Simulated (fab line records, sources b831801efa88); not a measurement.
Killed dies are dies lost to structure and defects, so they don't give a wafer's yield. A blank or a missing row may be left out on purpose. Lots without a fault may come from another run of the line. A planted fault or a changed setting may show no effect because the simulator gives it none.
fab line records | flow gf180mcu
record lots=13 wafers=39 last_day=34
route steps=602 shown NWELL@51 MVPSD@85 HV_LDD@231 SALICIDE@286
lots that met no fault: from a run of the same line without faults
start_h: hours from the record's first day to the start of the lot's first wafer shown | wait_h: hours since the lot's step before | " the same as in the row above | L1.1+2: a row that stands for several wafers | - no value, or no start given | * or withheld: withheld | < > ~ a bound
route shown NAME@n: a module of which the file shows steps, and the number in the route of the first | usual: mean/standard deviation of fault-free wafers | same: alike in all rows | chamber/n: place in a boat | sites: the reading at each site | _std_site: their standard deviation | _edge_site: outer sites' mean less inner sites' | radius_mm: how far each site lies from the wafer's centre | mask NAME#n: copy n | behind: the tool/chamber that last shaped the wafer | hold: why the lot was held/for how many hours/how that ended | device: the transistor (n, p or np) that didn't switch | end of line: the same wafers' tests at the end of the route | a step without rows: its recipe alone | killed: dies lost to structure and defects at the first sort, not the wafer's yield | map: a wafer's dies, x killed, . not, _ none there
set.NAME: the setting as run; set.NAME@STEP: as run at that earlier step | model.NAME: the simulator's own value behind a step, which no gauge read
steps of the route over a sample of lots; a table a step, a row a wafer
services: from which hour (start_h, from the record's first day; less than 0 if before it) a tool's chamber was out of use, for how many hours, and why
## steps
# step GF_NWELL_IMPLANT_09
# recipe species=P energy_kev=160 dose_cm2=4e+12 tilt_deg=0
# usual dose_ions_cm2=4e+12/4.6e+09 faraday_current_uA=22.6/0.44
# columns lot.wafer tool chamber start_h wait_h dose_ions_cm2 faraday_current_uA
L738.3 implanter-01 0 60.76 0.1 3.997e+12 22.3
L738.5 " 0 " " 3.991e+12 22.3
L738.6 " 0 " " 3.995e+12 22.6
L740.1 implanter-02 0 66.59 0.1 4.01e+12 23.0
L740.2 " 0 " " 4.001e+12 23.2
L740.4 " 0 " " 4.008e+12 22.7
L742.2 implanter-03 0 83.83 0.1 4.01e+12 22.6
L742.4 " 0 " " 4.004e+12 22.8
L742.5 " 0 " " 3.999e+12 21.3
L743.1 implanter-02 0 87.04 0.1 3.998e+12 23.1
L743.2 " 0 " " 3.999e+12 22.5
L743.3 " 0 " " 4.001e+12 22.9
L744.1 implanter-03 0 90.99 0.1 4.001e+12 22.9
L744.4 " 0 " " 4.004e+12 22.1
L744.5 " 0 " " 4.002e+12 22.3
L746.2 implanter-02 0 105.23 0.1 4.003e+12 22.6
L746.5 " 0 " " 3.999e+12 22.4
L746.6 " 0 " " 3.995e+12 22.4
L748.1 implanter-01 0 115.14 0.1 3.997e+12 23.2
L748.2 " 0 " " 3.994e+12 22.8
L748.6 " 0 " " 4.003e+12 22.7
L751.3 implanter-02 0 129.85 0.1 4.007e+12 21.9
L751.5 " 0 " " 4.009e+12 22.2
L751.6 " 0 " " 4.005e+12 22.6
L753.1 implanter-03 0 138.44 0.1 3.993e+12 22.5
L753.5 " 0 " " 3.998e+12 22.7
L753.6 " 0 " " 3.993e+12 22.2
L756.2 implanter-02 0 155.47 0.1 4.001e+12 22.7
L756.4 " 0 " " 3.993e+12 22.6
L756.6 " 0 " " 4.001e+12 21.6
L757.1 implanter-03 0 159.06 0.1 3.575e+12 20.7
L757.4 " 0 " " 3.58e+12 20.3
L757.5 " 0 " " 3.578e+12 20.2
L758.4 implanter-03 0 165.33 0.1 3.587e+12 20.7
L758.5 " 0 " " 3.583e+12 20.8
L758.6 " 0 " " 3.585e+12 20.3
L760.3 implanter-01 0 176.45 0.1 4.006e+12 22.8
L760.4 " 0 " " 4.003e+12 22.9
L760.5 " 0 " " 4.006e+12 22.5
# step GF_MVPSD_OVL_MEAS_07
# usual MVPSD_OVL=-0.3/1.4
# columns lot.wafer tool chamber start_h wait_h MVPSD_OVL[nm]
L738.3 overlay-02 - 102.83 - -0.6
L738.5 " - " " -1.4
L738.6 " - " " -1.7
L740.1 overlay-02 - 106.86 - -0.6
L740.2 " - " " -0.4
L740.4 " - " " -0.8
L742.2 overlay-01 - 127.36 - -0.4
L742.4 " - " " -2.4
L742.5 " - " " -1.5
L743.1 overlay-02 - 131.15 - -1.1
L743.2 " - " " -1.5
L743.3 " - " " -1.5
L744.1 overlay-02 - 135.89 - 0.9
L744.4 " - " " 1.4
L744.5 " - " " 1.2
L746.2 overlay-02 - 153.07 - -2.8
L746.5 " - " " -0.8
L746.6 " - " " -0.5
L748.1 overlay-02 - 161.94 - -2.2
L748.2 " - " " -3.4
L748.6 " - " " -3.3
L751.3 overlay-01 - 177.22 - 1.1
L751.5 " - " " 0.1
L751.6 " - " " 1.7
L753.1 overlay-02 - 187.01 - -1.6
L753.5 " - " " -2.7
L753.6 " - " " -0.3
L756.2 overlay-02 - 205.86 - -0.5
L756.4 " - " " 1.1
L756.6 " - " " -0.3
L757.1 overlay-02 - 209.05 - 2.6
L757.4 " - " " 1.3
L757.5 " - " " 2.7
L758.4 overlay-01 - 215.48 - 1.9
L758.5 " - " " 1.7
L758.6 " - " " 2.3
L760.3 overlay-01 - 228.40 - -1.2
L760.4 " - " " -1.7
L760.5 " - " " -1.2
# step GF_VT_IMPLANT_RS_MEAS_47
# recipe thk_meas_gauge=four-point-probe
# usual NWELL_RS=487.7/1.4
# columns lot.wafer tool chamber start_h wait_h NWELL_RS[ohm/sq]
L738.3 film_metro-03 - 166.31 0.1 486.7
L738.5 " - " " 486.1
L738.6 " - " " 486.2
L740.1 film_metro-03 - 170.38 0.1 489.7
L740.2 " - " " 487.5
L740.4 " - " " 488.3
L742.2 film_metro-02 - 192.64 0.1 488.6
L742.4 " - " " 489.1
L742.5 " - " " 487.9
L743.1 film_metro-02 - 195.98 0.1 490.2
L743.2 " - " " 491.4
L743.3 " - " " 490.2
L744.1 film_metro-02 - 201.37 0.1 487.7
L744.4 " - " " 488.4
L744.5 " - " " 488.9
L746.2 film_metro-02 - 220.66 0.1 489.2
L746.5 " - " " 488.3
L746.6 " - " " 486.1
L748.1 film_metro-02 - 230.68 0.1 486.4
L748.2 " - " " 487.5
L748.6 " - " " 486.8
L751.3 film_metro-03 - 248.51 0.1 487.6
L751.5 " - " " 486.6
L751.6 " - " " 487.6
L753.1 film_metro-04 - 258.42 0.1 486.8
L753.5 " - " " 488.2
L753.6 " - " " 488.3
L756.2 film_metro-02 - 278.79 0.1 487.7
L756.4 " - " " 488.2
L756.6 " - " " 487.0
L757.1 film_metro-03 - 282.48 0.1 496.6
L757.4 " - " " 495.9
L757.5 " - " " 496.2
L758.4 film_metro-04 - 290.00 0.1 492.7
L758.5 " - " " 492.5
L758.6 " - " " 492.9
L760.3 film_metro-03 - 303.73 0.1 491.3
L760.4 " - " " 489.2
L760.5 " - " " 488.8
# step GF_HV_LDD_THK_MEAS_55
# recipe reads=SiO2_of_HV_LDD_CVD_54
# usual HV_LDD_CVD_54_THK=10.08/0.15
# columns lot.wafer tool chamber start_h wait_h HV_LDD_CVD_54_THK[nm]
L738.3 film_metro-04 - 283.19 0.0 10.06
L738.5 " - " " 10.15
L738.6 " - " " 10.01
L740.1 film_metro-04 - 291.88 0.0 10.40
L740.2 " - " " 10.37
L740.4 " - " " 10.37
L742.2 film_metro-04 - 317.29 0.0 9.97
L742.4 " - " " 9.98
L742.5 " - " " 10.03
L743.1 film_metro-02 - 321.62 0.0 10.10
L743.2 " - " " 10.12
L743.3 " - " " 9.89
L744.1 film_metro-02 - 331.21 0.0 10.30
L744.4 " - " " 10.30
L744.5 " - " " 10.47
L746.2 film_metro-02 - 352.03 0.0 10.00
L746.5 " - " " 10.12
L746.6 " - " " 10.09
L748.1 film_metro-03 - 364.76 0.0 10.06
L748.2 " - " " 10.08
L748.6 " - " " 10.08
L751.3 film_metro-02 - 381.93 0.0 10.04
L751.5 " - " " 10.02
L751.6 " - " " 9.94
L753.1 film_metro-03 - 396.56 0.0 10.23
L753.5 " - " " 10.19
L753.6 " - " " 10.10
L756.2 film_metro-04 - 416.53 0.0 10.10
L756.4 " - " " 10.26
L756.6 " - " " 10.25
L757.1 film_metro-04 - 420.97 0.0 9.79
L757.4 " - " " 9.92
L757.5 " - " " 9.81
L758.4 film_metro-03 - 431.29 0.0 9.76
L758.5 " - " " 9.84
L758.6 " - " " 9.74
L760.3 film_metro-03 - 447.36 0.0 9.91
L760.4 " - " " 9.99
L760.5 " - " " 10.09
# step GF_SALICIDE_RTA_08
# recipe temp_c=800 time_s=30 ambient=N2
# usual chamber_o2_ppm=2.004/0.019 lamp_power_pct=16.4/0.88 wafer_temp_C_max=802.8/0.76
# columns lot.wafer tool chamber start_h wait_h chamber_o2_ppm lamp_power_pct wafer_temp_C_max
L738.3 rtp_anneal-01 0 348.48 0.0 1.962 15.8 801.7
L738.5 " 0 " " 1.980 15.8 802.3
L738.6 " 0 " " 2.016 15.8 802.4
L740.1 rtp_anneal-01 0 359.66 0.0 1.956 15.8 802.3
L740.2 " 0 " " 2.000 15.8 802.8
L740.4 " 0 " " 1.993 15.8 802.4
L742.2 rtp_anneal-01 0 384.33 0.0 1.999 15.8 802.2
L742.4 " 0 " " 2.013 15.8 802.5
L742.5 " 0 " " 1.995 15.8 802.9
L743.1 rtp_anneal-02 0 389.99 0.0 1.974 17.6 803.3
L743.2 " 0 " " 1.995 17.7 803.5
L743.3 " 0 " " 1.977 17.6 803.2
L744.1 rtp_anneal-02 0 399.81 0.0 2.004 17.6 803.2
L744.4 " 0 " " 2.003 17.7 803.3
L744.5 " 0 " " 1.983 17.7 804.4
L746.2 rtp_anneal-01 0 423.17 0.0 2.014 15.8 802.8
L746.5 " 0 " " 2.039 15.8 802.2
L746.6 " 0 " " 1.992 15.8 802.2
L748.1 rtp_anneal-01 0 436.64 0.0 2.038 15.8 802.2
L748.2 " 0 " " 1.986 15.8 801.7
L748.6 " 0 " " 2.004 15.7 802.0
L751.3 rtp_anneal-01 0 453.71 0.0 1.989 15.8 802.7
L751.5 " 0 " " 2.009 15.8 803.1
L751.6 " 0 " " 1.994 15.8 803.6
L753.1 rtp_anneal-01 0 470.11 0.0 1.983 15.8 802.7
L753.5 " 0 " " 1.983 15.8 801.9
L753.6 " 0 " " 1.997 15.8 802.1
L756.2 rtp_anneal-02 0 490.54 0.0 2.010 17.7 803.8
L756.4 " 0 " " 2.015 17.7 803.1
L756.6 " 0 " " 1.985 17.7 804.2
L757.1 rtp_anneal-02 0 495.58 0.0 2.020 17.7 803.9
L757.4 " 0 " " 2.024 17.7 803.1
L757.5 " 0 " " 2.009 17.7 803.7
L758.4 rtp_anneal-02 0 507.19 0.1 2.006 17.7 804.0
L758.5 " 0 " " 2.023 17.7 803.0
L758.6 " 0 " " 1.994 17.7 802.8
L760.3 rtp_anneal-02 0 522.23 0.0 2.019 17.7 802.8
L760.4 " 0 " " 1.984 17.7 802.9
L760.5 " 0 " " 2.009 17.7 803.5
## services
# columns tool chamber start_h hours kind
implanter-02 - 46.72 4.8 pm
implanter-02 - 53.81 2.4 repair
implanter-03 - 78.05 3.4 repair
implanter-02 - 80.11 2.8 repair
implanter-01 - 97.69 2.0 repair
implanter-01 - 110.69 2.0 repair
implanter-02 - 116.07 9.0 repair
implanter-02 - 135.26 5.4 pm
implanter-01 - 183.97 4.2 pm
implanter-03 - 238.20 3.4 pm
implanter-02 - 290.17 5.8 repair
implanter-02 - 317.04 1.1 repair
implanter-02 - 341.10 10.0 repair
implanter-03 - 378.16 3.3 repair
implanter-03 - 385.77 116.4 pm
implanter-03 - 502.20 8.9 pm
rtp_anneal-01 - 504.94 13.8 pm
implanter-03 - 508.05 0.6 repair
implanter-03 - 516.81 1.3 repair
## key
first_sign step=GF_NWELL_IMPLANT_09 reading=dose_ions_cm2 direction=down sigmas=90 usual=4e+12 struck=3.581e+12
effect step=GF_NWELL_IMPLANT_09 reading=faraday_current_uA direction=down sigmas=4.7 usual=22.6 struck=20.5
effect step=GF_VT_IMPLANT_RS_MEAS_47 reading=NWELL_RS direction=up sigmas=4.9 usual=487.7 struck=494.5
met_at GF_NWELL_IMPLANT_09
struck_lots L757,L758
tester_left_out L757,L758
not_acting_at GF_MVPSD_OVL_MEAS_07,GF_HV_LDD_THK_MEAS_55,GF_SALICIDE_RTA_08
onset_between 138.44 159.06
fault kind=process_parameter_drift tool=implanter-03 chamber=- onset_h=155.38 steps=GF_NWELL_IMPLANT_09 channel=dose_cm2 offset=-4.1635e+11 shape=step end_h=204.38 acts_in=these_recipes_only stated=4e+12
# tester_left_out: of these lots the tester's yield and bins aren't shown, on N5 and GAA mostly nor the transistor test; their killed dies are dies lost to structure and defects alone, not to doping, threshold or leakage, so they don't give the yield
